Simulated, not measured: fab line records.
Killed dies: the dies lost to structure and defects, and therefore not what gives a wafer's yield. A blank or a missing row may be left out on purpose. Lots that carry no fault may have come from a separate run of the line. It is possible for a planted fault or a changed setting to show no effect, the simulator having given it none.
Code-filled problem report in 8D (eight disciplines) form / flow sky130 / the parts of the form that need people (team, actions taken, sign-off) are left out

## 1. WHAT WENT WRONG
Across 6 wafers from 2 lots, SPACER_CVD_00_THK at SKY_SPACER_THK_MEAS_01 averages 32.8 nm, while fault-free wafers read 43.2 nm with a standard deviation of 0.38. Relative to the usual mean, that is a shift of -27 standard deviations.
First observed at day 29 16:20: wafer L927.2, on film metro-01. Wafers with a number at this step in the record: 30, from 10 lots. Rule for "out", or "out of limits": more than 4 standard deviations from the usual mean. Any other wafer with a number is counted as sound.

## 2. WHAT IT IS AND WHAT IT IS NOT
question=which readings at this step; is=SPACER_CVD_00_THK; is not=-
question=which lots; is=L927, L928; is not=L911, L912, L913, L915, L916, L918, L921, L926
question=which wafers of those lots; is=all that have a number; is not=-
question=read on which gauges; is=film metro-01, film metro-03; is not=film metro-02
question=when; is=from day 29 16:20; is not=up to then (24 sound wafers)

## 3. SUSPECTS, AND WHAT RULES EACH OUT
Counting: any tool at a process step up to the reading is kept as a suspect provided that every lot that is out went through it and no sound lot did after the first of them.
- the gauge at SKY_SPACER_THK_MEAS_01: ruled out. 2 gauges (film metro-01, film metro-03) read the wafers that are out.
- lpcvd-02 at SKY_SPACER_CVD_00 (deposits Si3N4 from DCS/NH3, target thk 43.1 nm, time 740 s): kept. All lots that are out passed through it, beginning with L927 at day 29 14:31, and no sound lot followed; its final sound lot before that point was L926 at day 29 08:10. Out on those wafers are its own readings of spike tc centre C, spike tc lower C, spike tc top C, spike tc upper C, susceptor temp C.
After counting, what remains is lpcvd-02 at SKY_SPACER_CVD_00.

## 4. THE CAUSE (what the simulator had put in)
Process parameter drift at SKY_SPACER_CVD_00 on lpcvd-02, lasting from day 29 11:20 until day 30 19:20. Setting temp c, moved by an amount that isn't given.
This tool alone remained once counting was done.

## 5. THE EFFECT CHAIN, in route order
Each row: a reading where the mean over the struck wafers with a number is more than 3 standard deviations away from the usual. Scope: only readings with a usual standard deviation given in the record; hours: median across lots of the time from each lot's start at the first step in this table that gives one to its start at this step; sigmas: change in usual standard deviations.
hours=0; step=SKY_SPACER_CVD_00; reading=spike tc bottom C; usual=790.5 C; on struck wafers=778.9; change=-11.6; sigmas=-3.9
hours=0; step=SKY_SPACER_CVD_00; reading=spike tc centre C; usual=770.8 C; on struck wafers=756.2; change=-14.6; sigmas=-12
hours=0; step=SKY_SPACER_CVD_00; reading=spike tc lower C; usual=771.0 C; on struck wafers=757.1; change=-13.9; sigmas=-11
hours=0; step=SKY_SPACER_CVD_00; reading=spike tc top C; usual=785.1 C; on struck wafers=771.1; change=-14.0; sigmas=-11
hours=0; step=SKY_SPACER_CVD_00; reading=spike tc upper C; usual=770.8 C; on struck wafers=757.4; change=-13.4; sigmas=-8.9
hours=0; step=SKY_SPACER_CVD_00; reading=susceptor temp C; usual=769.9 C; on struck wafers=756.0; change=-13.9; sigmas=-37
hours=2; step=SKY_SPACER_THK_MEAS_01; reading=SPACER_CVD_00_THK; usual=43.2 nm; on struck wafers=32.8; change=-10.4; sigmas=-27
hours=2; step=SKY_SPACER_ETCHBACK_02; reading=oes product au; usual=0.855 a.u.; on struck wafers=0.740; change=-0.115; sigmas=-19
The process steps in it:
- SKY_SPACER_CVD_00: deposits Si3N4 from DCS/NH3, target thk 43.1 nm, time 740 s.
- SKY_SPACER_ETCHBACK_02: etches Si3N4 in CH3F/O2, stops on SiO2, time 46.7 s, target depth 45 nm.
At these later measuring or inspecting steps, every struck wafer for which the step has a row has a number for every such reading, and none has moved that far: SKY_POLY_CUT_CD_MEAS_08.

## 6. HOW IT WOULD HAVE BEEN CAUGHT EARLIER
5 hours passed between the start of the fault at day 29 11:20 and the first reading out of limits at a measuring or inspecting step in this record, taken at day 29 16:20.
The tool's own readings at SKY_SPACER_CVD_00 were out on every struck wafer that the step has a row for (spike tc centre C, spike tc lower C, spike tc top C, spike tc upper C, susceptor temp C): an alarm limit on them would have fired on the first of those.
Lots out: 2; of these, L928 started SKY_SPACER_CVD_00 on lpcvd-02 after day 29 16:20. It would have been spared by a hold on the tool at that moment.
